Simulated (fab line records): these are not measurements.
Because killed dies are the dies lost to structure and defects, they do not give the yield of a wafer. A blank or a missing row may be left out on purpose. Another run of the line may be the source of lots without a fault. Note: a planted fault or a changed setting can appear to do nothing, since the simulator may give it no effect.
A lot that was struck, set against a sound lot || flow gf180mcu || 14 out of 602 route steps
Sound: these wafers, L948.3, L948.4, L948.6. Struck: wafers L956.2, L956.5, L956.6. The cause comes at the end.
Order at every step that has rows: each side's tool, ch and its chambers, its first start. Under that, the readings that differ: sound wafers || struck wafers || difference of the means || sigmas: that difference in standard deviations of wafers without a fault.
alike: same words and numbers on both sides, and readings whose means sit less than 2 such deviations apart. not compared: any withheld reading, any reading some wafer has no value for, any bound like >300 that may hide the same value, and any number with overlapping values for which the record gives no deviation.
The two part at a step that has a row with sigmas, a row that says differs or no value, or rows on one side only. Non-overlapping numbers with no deviation appear without sigmas and do not part them. A reading that every wafer of one side lacks parts them only if that side has two wafers or more.

GF_V1_CMP_26: polishes, stops on SiO2, t overpolish 15 s, target thk 0 nm.
  sound on cmp-01 ch 1,2,3, day 19 15:37; struck on cmp-01 ch 0,1, day 22 14:58
  alike: motor_current_A, overpolish_run_s, platen_rpm, slurry_filter_dp_kPa, slurry_flow_ml_min, time_to_endpoint_s
GF_M2_SPUTTER_00: material Ti, target thk 37.5 nm, time 150 s.
  sound on pvd_sputter-02, day 19 15:55; struck on pvd_sputter-01, day 22 15:16
  alike: throttle_valve_pct
GF_M2_SPUTTER_01: material TiN, target thk 30 nm, time 25 s.
  sound on pvd_sputter-02, day 19 16:01; struck on pvd_sputter-01, day 22 15:22
  alike: throttle_valve_pct
then, 1 step without rows for these wafers: GF_M2_SPUTTER_02 (material AlCu, target thk 450 nm, time 23.9 s).
GF_M2_SPUTTER_03: material Ti, target thk 10 nm, time 6.7 s.
  sound on pvd_sputter-02, day 19 16:05; struck on pvd_sputter-01, day 22 15:25
  alike: throttle_valve_pct
GF_M2_SPUTTER_04: material TiN, target thk 50 nm, time 41.7 s.
  sound on pvd_sputter-02, day 19 16:06; struck on pvd_sputter-01, day 22 15:26
  alike: throttle_valve_pct
GF_M2_RS_MEAS_05: measurement is done with a four-point probe.
  sound on film_metro-01, day 19 16:11; struck on film_metro-04, day 22 15:30
  alike: M2_ALCU_RS
GF_M2_THK_MEAS_06: measures by xrf.
  sound on film_metro-01, day 19 16:17; struck on film_metro-04, day 22 15:37
  alike: M2_ALCU_THK
then, 4 steps without rows for these wafers: GF_M2_DEHYDRATE_07 (time 60 s); GF_M2_HMDS_08 (prime time 60 s); GF_M2_COAT_09 (resist thk 1000 nm); GF_M2_SOFTBAKE_10 (time 60 s).
GF_M2_EXPOSE_11: exposes mask Metal2, target cd 280 nm.
  struck on krf_scanner-02, day 23 03:23; sound on krf_scanner-02 ch 0, day 20 04:22
  no value came back on the struck wafers for exposure_dose_mJ_cm2, focus_offset_nm (nm); on the sound wafers exposure_dose_mJ_cm2 reads 27.96 28.01 27.96
  alike: mask
then, 1 step without rows for these wafers: GF_M2_PEB_12 (peb time 90 s).

WHERE THEY PART
GF_M2_EXPOSE_11 only, going by this record.

WHY: what had been put in by the simulator
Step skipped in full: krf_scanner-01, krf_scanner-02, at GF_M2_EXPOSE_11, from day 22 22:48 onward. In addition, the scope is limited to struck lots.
